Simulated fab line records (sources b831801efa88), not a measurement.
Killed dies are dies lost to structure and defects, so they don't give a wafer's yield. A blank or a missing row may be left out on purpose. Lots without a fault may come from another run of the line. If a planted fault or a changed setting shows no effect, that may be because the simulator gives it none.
Which tool is to blame? | flow gf180mcu | 12 lots, 36 wafers sampled, at 7 steps of a route of 602

## WHAT THE GAUGES SHOWED, per wafer
GF_VT_IMPLANT_OVL_MEAS_18.
lot  | measured     | on         | VT_IMPLANT_01_OVL (nm)
L391 | day 7 12:17  | overlay-02 | 2.0 -1.6 0.6
L392 | day 7 15:17  | overlay-02 | -1.8 -0.6 -3.5
L400 | day 9 14:33  | overlay-01 | 0.1 0.8 0.6
L401 | day 9 20:59  | overlay-01 | 0.4 1.4 1.4
L402 | day 10 01:55 | overlay-01 | 0.3 -0.2 -0.3
L403 | day 10 10:20 | overlay-01 | 1.3 0.5 -0.3
L404 | day 10 18:21 | overlay-01 | 0.9 -0.8 -1.7
L406 | day 11 18:23 | overlay-02 | 0.6 -0.3 -0.7
L407 | day 11 19:56 | overlay-02 | -0.2 -0.3 -2.0
L408 | day 11 23:03 | overlay-02 | -0.3 2.4 2.2
L409 | day 12 06:14 | overlay-01 | 1.0 -1.6 -0.4
L410 | day 12 13:46 | overlay-01 | 0.6 -0.5 1.2

GF_VT_IMPLANT_TW_MEAS_21.
lot  | measured     | on            | VT_IMPLANT_2_TW
L391 | day 7 12:34  | film-metro-04 | 1237 1222 1227
L392 | day 7 15:35  | film-metro-04 | 1230 1227 1221
L400 | day 9 14:50  | film-metro-03 | 1214 1213 1208
L401 | day 9 21:17  | film-metro-04 | 1229 1219 1218
L402 | day 10 02:13 | film-metro-04 | 1229 1229 1234
L403 | day 10 10:37 | film-metro-04 | 1233 1230 1227
L404 | day 10 18:39 | film-metro-01 | 1208 1204 1207
L406 | day 11 18:41 | film-metro-01 | 1213 1208 1212
L407 | day 11 20:13 | film-metro-01 | 1217 1211 1211
L408 | day 11 23:20 | film-metro-03 | 1214 1221 1216
L409 | day 12 06:31 | film-metro-01 | 1207 1213 1212
L410 | day 12 14:03 | film-metro-03 | 1221 1214 1216

GF_HV_LDD_CD_MEAS_19: the cd target is 400 nm.
lot  | measured     | on        | cd-nm (nm)
L391 | day 12 03:17 | cd-sem-02 | - - -
L392 | day 12 09:19 | cd-sem-02 | - - -
L400 | day 14 19:55 | cd-sem-02 | 394.8 396.7 396.0
L401 | day 15 01:40 | cd-sem-02 | 398.5 397.2 397.2
L402 | day 15 08:08 | cd-sem-01 | 398.3 397.4 399.8
L403 | day 15 17:16 | cd-sem-01 | 404.5 403.7 403.1
L404 | day 16 02:08 | cd-sem-01 | 404.8 404.4 403.9
L406 | day 17 09:01 | cd-sem-02 | 399.2 399.5 399.6
L407 | day 17 13:31 | cd-sem-01 | 393.7 394.4 394.5
L408 | day 17 16:43 | cd-sem-01 | 398.6 397.2 396.8
L409 | day 17 21:34 | cd-sem-02 | 398.8 398.2 399.8
L410 | day 18 05:44 | cd-sem-02 | 402.3 401.8 399.6

GF_HV_LDD_TW_MEAS_38.
lot  | measured     | on            | HV_LDD_3_TW
L391 | day 12 23:32 | film-metro-01 | 1583 1585 1585
L392 | day 13 04:59 | film-metro-04 | 1618 1617 1626
L400 | day 15 18:26 | film-metro-02 | 1438 1448 1444
L401 | day 16 00:04 | film-metro-02 | 1433 1450 1444
L402 | day 16 07:11 | film-metro-02 | 1442 1444 1435
L403 | day 16 16:28 | film-metro-01 | 1439 1436 1426
L404 | day 17 01:47 | film-metro-02 | 1431 1441 1433
L406 | day 18 10:38 | film-metro-02 | 1433 1436 1426
L407 | day 18 14:11 | film-metro-01 | 1439 1421 1430
L408 | day 18 17:05 | film-metro-01 | 1431 1427 1430
L409 | day 18 22:44 | film-metro-02 | 1442 1437 1431
L410 | day 19 07:25 | film-metro-02 | 1436 1434 1432

GF_HV_LDD_TW_MEAS_50.
lot  | measured     | on            | HV_LDD_4_TW
L391 | day 13 19:58 | film-metro-01 | 1105 1104 1107
L392 | day 14 00:44 | film-metro-01 | 1096 1092 1098
L400 | day 16 16:56 | film-metro-01 | 569 567 567
L401 | day 16 22:56 | film-metro-01 | 569 570 568
L402 | day 17 06:09 | film-metro-01 | 568 564 565
L403 | day 17 15:47 | film-metro-02 | 568 569 569
L404 | day 18 01:32 | film-metro-01 | 568 567 567
L406 | day 19 11:07 | film-metro-01 | 567 565 565
L407 | day 19 13:56 | film-metro-04 | 570 569 571
L408 | day 19 18:39 | film-metro-01 | 568 567 568
L409 | day 19 23:19 | film-metro-02 | 566 570 571
L410 | day 20 07:31 | film-metro-01 | 566 569 567

## WHICH TOOL RAN EACH LOT (tool, then ch and the chambers of the sampled wafers, then the start)
lot  | GF_VT_IMPLANT_RTA_45             | GF_HV_LDD_COAT_14
L391 | rtp-anneal-01 ch 0, day 8 21:23  | litho-track-04, day 11 17:52
L392 | rtp-anneal-02 ch 0, day 9 00:50  | litho-track-02, day 11 23:29
L400 | rtp-anneal-02 ch 0, day 11 02:57 | litho-track-01 ch 0, day 14 09:31
L401 | rtp-anneal-02 ch 0, day 11 09:41 | litho-track-04 ch 0, day 14 15:19
L402 | rtp-anneal-02 ch 0, day 11 14:35 | litho-track-01 ch 0, day 14 21:16
L403 | rtp-anneal-02 ch 0, day 11 22:17 | litho-track-01 ch 0, day 15 06:05
L404 | rtp-anneal-02 ch 0, day 12 07:53 | litho-track-04 ch 0, day 15 14:58
L406 | rtp-anneal-02 ch 0, day 13 09:02 | litho-track-02 ch 0, day 16 21:40
L407 | rtp-anneal-01 ch 0, day 13 11:32 | litho-track-01 ch 0, day 17 01:44
L408 | rtp-anneal-02 ch 0, day 13 14:37 | litho-track-01 ch 0, day 17 04:37
L409 | rtp-anneal-01 ch 0, day 13 23:10 | litho-track-04 ch 0, day 17 09:55
L410 | rtp-anneal-01 ch 0, day 14 06:02 | litho-track-01 ch 0, day 17 17:59
- GF_VT_IMPLANT_RTA_45: time 30 s.
- GF_HV_LDD_COAT_14: resist thk 1000 nm.

## WHAT THE TOOLS THEMSELVES READ (means of the sampled wafers that have a number; where no wafer has one, the mark that the record gives instead)
GF_VT_IMPLANT_RTA_45.
lot  | tool          | lamp-power-pct (%) | wafer_temp_C_max
L391 | rtp-anneal-01 | 35.6               | 1055.1
L392 | rtp-anneal-02 | 38.5               | 1053.7
L400 | rtp-anneal-02 | 38.5               | 1054.1
L401 | rtp-anneal-02 | 38.5               | 1053.4
L402 | rtp-anneal-02 | 38.5               | 1054.0
L403 | rtp-anneal-02 | 38.6               | 1053.5
L404 | rtp-anneal-02 | 38.5               | 1054.7
L406 | rtp-anneal-02 | 38.5               | 1053.6
L407 | rtp-anneal-01 | 35.6               | 1054.5
L408 | rtp-anneal-02 | 38.5               | 1052.8
L409 | rtp-anneal-01 | 35.6               | 1055.1
L410 | rtp-anneal-01 | 35.6               | 1055.9

GF_HV_LDD_COAT_14.
lot  | tool           | chill-plate-temp-C (C) | dispense-pressure-kPa (kPa)
L391 | litho-track-04 | -                      | -
L392 | litho-track-02 | -                      | -
L400 | litho-track-01 | 23.00                  | 49
L401 | litho-track-04 | 23.00                  | 52
L402 | litho-track-01 | 22.93                  | 49
L403 | litho-track-01 | 22.96                  | 49
L404 | litho-track-04 | 23.06                  | 52
L406 | litho-track-02 | 23.01                  | 44
L407 | litho-track-01 | 22.98                  | 49
L408 | litho-track-01 | 22.92                  | 49
L409 | litho-track-04 | 22.85                  | 52
L410 | litho-track-01 | 23.00                  | 49

## THE ANSWER, worked out from the rows above alone
Rule: usual is defined by the lots themselves. The widest of any qualifying gaps counts: lots, ordered by their means at a reading, are off when they make up no more than a third of the lots, leave a main group of 4 or more, and stand apart from it by 3 or more times the standard deviation of that group's means. If all means in a main group match to the digits the tables above print for the reading, that group is not used. Also off: a lot with no number at a reading for which 4 or more lots have one. Where the step has rows for the other lots, those lots are counted as sound. Order of review: gauges by route order, followed by the tools' own readings, for which a lot's mean as printed above is used. At the first step where some lot is off, the reading lying furthest off is the one used; lots without a number count as furthest.
Off, at GF_HV_LDD_CD_MEAS_19 on cd-nm: L391, L392. Without a number there: L391, L392. Mean 399.1 nm and standard deviation 3.1 in the main group.
If a tool, at a process step before that reading, ran all the lots that are off and no sound lot after the first of them, it fits. The gauges at GF_HV_LDD_CD_MEAS_19 aren't tried: what is off there is off at GF_HV_LDD_TW_MEAS_38 too, on other tools, and a gauge's error can't cause that. None of those tried fits.

## WHAT THE SIMULATOR HAD INSERTED
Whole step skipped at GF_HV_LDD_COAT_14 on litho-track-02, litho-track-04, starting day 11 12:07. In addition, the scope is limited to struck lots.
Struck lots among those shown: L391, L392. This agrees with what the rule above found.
